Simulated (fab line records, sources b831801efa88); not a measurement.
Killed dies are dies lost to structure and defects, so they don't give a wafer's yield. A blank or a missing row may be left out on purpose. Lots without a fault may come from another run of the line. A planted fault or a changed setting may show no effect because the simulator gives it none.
A struck lot beside a sound one | flow sky130 | 24 steps out of a route of 708
Sound: wafers L116.1, L116.4, L116.6. Struck: wafer L110.2. (L110.3 of the same lot was not struck and is left out.) The cause comes at the end.
At each step with rows: each side's tool, then ch and its chambers, then its first start. Under that, the readings that differ: sound wafers | struck wafers | difference of the means | sigmas: that difference in standard deviations of wafers without a fault.
alike: readings whose means differ by less than 2 such deviations, and words and numbers that are the same on both sides. not compared: withheld readings, readings that some wafer has no value for, bounds like >300 that may hide the same value, and numbers for which the record gives no deviation and whose values overlap.
The two part at a step that has a row with sigmas, a row that says differs or no value, or rows on one side only. Numbers that don't overlap but have no deviation are shown without sigmas and don't part them. A reading that every wafer of one side lacks parts them only if that side has two wafers or more.

SKY_LI_CONTACT_SPUTTER_19: material Ti, target thk 20 nm, time 106.37 s.
  sound on pvd_sputter-02, day 35 12:30; struck on pvd_sputter-03, day 33 18:09
  alike: cathode_dc_power_W, throttle_valve_pct
SKY_LI_CONTACT_SPUTTER_20: material TiN, target thk 20 nm, time 80 s.
  sound on pvd_sputter-02, day 35 12:35; struck on pvd_sputter-03, day 33 18:14
  alike: cathode_dc_power_W, throttle_valve_pct
SKY_LI_CONTACT_CVD_21: deposits W, target thk 400 nm, time 120.56 s.
  sound on cvd_w-02 ch 0,1, day 35 12:38; struck on cvd_w-02 ch 1, day 33 18:18
  alike: chamber_pressure_Torr, heater_power_w
SKY_LI_CONTACT_RS_MEAS_22: measures by four-point-probe.
  sound on film_metro-04, day 35 12:46; struck on film_metro-02, day 33 18:26
  alike: LI_CONTACT_W_RS
SKY_LI_CONTACT_THK_MEAS_23: measures by xrf.
  sound on film_metro-04, day 35 12:53; struck on film_metro-02, day 33 18:33
  alike: LI_CONTACT_W_THK
SKY_LI_CONTACT_CMP_24: polishes, stops on PSG, t overpolish 20 s, target thk 0 nm.
  sound on cmp-02 ch 1,3, day 35 12:59; struck on cmp-02 ch 1, day 33 18:39
  reading          | sound             | struck | difference | sigmas
  platen_rpm (rpm) | 59.90 59.96 59.95 | 60.07  | +0.13      | +3
  alike: motor_current_A, overpolish_run_s, slurry_flow_ml_min, time_to_endpoint_s
SKY_LOCAL_INTERCONNECT_SPUTTER_00: material TiN, target thk 100 nm, time 83.3 s.
  sound on pvd_sputter-02, day 35 13:14; struck on pvd_sputter-01, day 33 18:54
  alike: cathode_dc_power_W, throttle_valve_pct
SKY_LOCAL_INTERCONNECT_RS_MEAS_01: measures by four-point-probe.
  sound on film_metro-02, day 35 13:19; struck on film_metro-02, day 33 18:59
  alike: LOCAL_INTERCONNECT_TIN_RS
SKY_LOCAL_INTERCONNECT_THK_MEAS_02: measures by xrf.
  sound on film_metro-02, day 35 13:26; struck on film_metro-02, day 33 19:06
  alike: LOCAL_INTERCONNECT_TIN_THK
then, 3 steps without rows for these wafers: SKY_LOCAL_INTERCONNECT_DEHYDRATE_03 (time 60 s); SKY_LOCAL_INTERCONNECT_HMDS_04 (prime time 60 s); SKY_LOCAL_INTERCONNECT_COAT_05 (resist thk 60 nm).
SKY_LOCAL_INTERCONNECT_COAT_06: resist thk 450 nm.
  sound on litho_track-03 ch 0, day 36 02:00; struck on litho_track-02 ch 0, day 34 08:00
  reading                                                   | sound           | struck | difference | sigmas
  model.KrF-thick_of_LOCAL_INTERCONNECT_COAT_06.thk_nm (nm) | 450.3 451 450.2 | 461.2  | +10.7      |
then, 4 steps without rows for these wafers: SKY_LOCAL_INTERCONNECT_SOFTBAKE_07 (time 90 s); SKY_LOCAL_INTERCONNECT_EXPOSE_08 (exposes mask LI1M, target cd 170 nm); SKY_LOCAL_INTERCONNECT_PEB_09; SKY_LOCAL_INTERCONNECT_DEVELOP_10 (develop time 60 s).
SKY_LOCAL_INTERCONNECT_CD_MEAS_11: target cd 170 nm.
  sound on cd_sem-02, day 36 15:37; struck on cd_sem-01, day 34 20:43
  alike: cd_nm
SKY_LOCAL_INTERCONNECT_OVL_MEAS_12:
  sound on overlay-02, day 36 15:44; struck on overlay-02, day 34 20:50
  alike: LOCAL_INTERCONNECT_OVL
then, 1 step without rows for these wafers: SKY_LOCAL_INTERCONNECT_ETCH_13 (etches BARC in N2/H2, stops on SiO2, time 45.9 s, target depth 60 nm).
SKY_LOCAL_INTERCONNECT_METAL_ETCH_14: etches TiN in Cl2/BCl3, stops on PSG, target depth 110 nm, time 31.4 s.
  sound on rie_metal-04 ch 0,1, day 36 15:49; struck on rie_metal-04 ch 0, day 34 20:55
  reading                                                   | sound             | struck | difference | sigmas
  model.KrF-thick_of_LOCAL_INTERCONNECT_COAT_06.thk_nm (nm) | 346.6 348.9 346.9 | 356.9  | +9.4       |
  alike: drypump_motor_current_A, oes_product_au, throttle_valve_pct
  not compared: rf_hours_counter_h
SKY_LOCAL_INTERCONNECT_STRIP_15: strips in O2/N2.
  sound on plasma_asher-03 ch 0,1, day 36 15:53; struck on plasma_asher-03 ch 1, day 34 20:59
  reading                      | sound             | struck | difference | sigmas
  oes_product_au (a.u.)        | 0.430 0.431 0.429 | 0.420  | -0.010     | -2
  strip_time_to_endpoint_s (s) | 4.704 4.736 4.707 | 4.804  | +0.088     | +4
  alike: drypump_motor_current_A
  not compared: rf_hours_counter_h
then, 2 steps without rows for these wafers: SKY_LOCAL_INTERCONNECT_STRIP_16 (strips in post etch residue remover, time 1200 s); SKY_PAD_OPEN_PROBE_99.

WHERE THEY PART
First at SKY_LI_CONTACT_CMP_24; last, within this record, at SKY_LOCAL_INTERCONNECT_STRIP_15.

WHY: what the simulator had put in
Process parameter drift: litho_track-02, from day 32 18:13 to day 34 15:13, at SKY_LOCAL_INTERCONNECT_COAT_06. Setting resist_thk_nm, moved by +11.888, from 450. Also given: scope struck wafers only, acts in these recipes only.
